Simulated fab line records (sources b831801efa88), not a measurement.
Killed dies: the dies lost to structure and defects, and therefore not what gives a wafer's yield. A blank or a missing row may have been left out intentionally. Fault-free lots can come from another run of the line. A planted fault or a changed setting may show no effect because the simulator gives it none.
One fault seen from 2 desks :: flow sky130 :: numbers are kept per desk, each desk with only its own; the story behind them comes last

TOOL OWNER'S DESK, krf scanner-02
The tool's own readings at SKY_VIA2_EXPOSE_09 (exposes mask VIM2, target cd 200 nm): means of the sampled wafers that have a number, for each lot that ran on this tool. Any lot whose mean is over 4 standard deviations away from the usual mean is out of limits and marked OUT; that distance is given in the brackets.
Columns: A = reticle temp C at SKY_VIA2_EXPOSE_09, usual 23.00 C
lot: L677
first seen here: day 39 11:47
A: 22.96

lot: L679
first seen here: day 39 23:46
A: 23.17

lot: L683
first seen here: day 41 03:29
A: 22.88

lot: L684
first seen here: day 41 11:36
A: 23.00

lot: L685
first seen here: day 41 20:59
A: 22.97
This desk's verdict: no lot among the 5 shows anything out of limits.

THE METROLOGY DESK
What the gauges read for every lot (on any tool): the sampled wafers with a number, averaged. Any lot whose mean is over 4 standard deviations away from the usual mean is out of limits and marked OUT; that distance is given in the brackets.
Columns: A = VIA2_OVL at SKY_VIA2_OVL_MEAS_13, usual -2 nm
lot: L669
first seen here: day 37 06:31
A: -3

lot: L670
first seen here: day 37 18:12
A: -5

lot: L671
first seen here: day 37 20:16
A: -1

lot: L672
first seen here: day 38 06:46
A: -4

lot: L674
first seen here: day 38 15:37
A: -6

lot: L675
first seen here: day 39 12:52
A: -1

lot: L677
first seen here: day 40 00:04
A: 9

lot: L678
first seen here: day 40 04:42
A: 1

lot: L679
first seen here: day 40 12:27
A: -7

lot: L680
first seen here: day 40 20:10
A: -5

lot: L683
first seen here: day 41 15:52
A: 15

lot: L684
first seen here: day 41 23:16
A: 22 (+4.7) OUT

lot: L685
first seen here: day 42 07:46
A: 31 (+6.6) OUT

lot: L689
first seen here: day 42 21:21
A: 0

lot: L688
first seen here: day 43 00:43
A: -2
This desk's result: L684, L685 out of limits, first on L684 (VIA2_OVL at SKY_VIA2_OVL_MEAS_13), day 41 23:16. L669, L670, L671, L672, L674, L675, L677, L678, L679, L680, L683, L689, L688: within limits.

TAKEN TOGETHER
L684, L685 would have let the metrology desk raise an alarm at day 41 23:16.
The desk of the tool owner found nothing out of limits.
On record at the tool owner's desk: L684, L685, within its limits.
On krf scanner-02, each named lot ran SKY_VIA2_EXPOSE_09.

WHAT THE SIMULATOR PUT IN
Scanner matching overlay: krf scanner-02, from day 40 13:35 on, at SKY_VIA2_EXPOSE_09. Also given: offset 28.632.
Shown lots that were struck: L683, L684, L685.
Time in hours between the start of the fault and the first out-of-limits reading at each desk: metrology desk, 34.
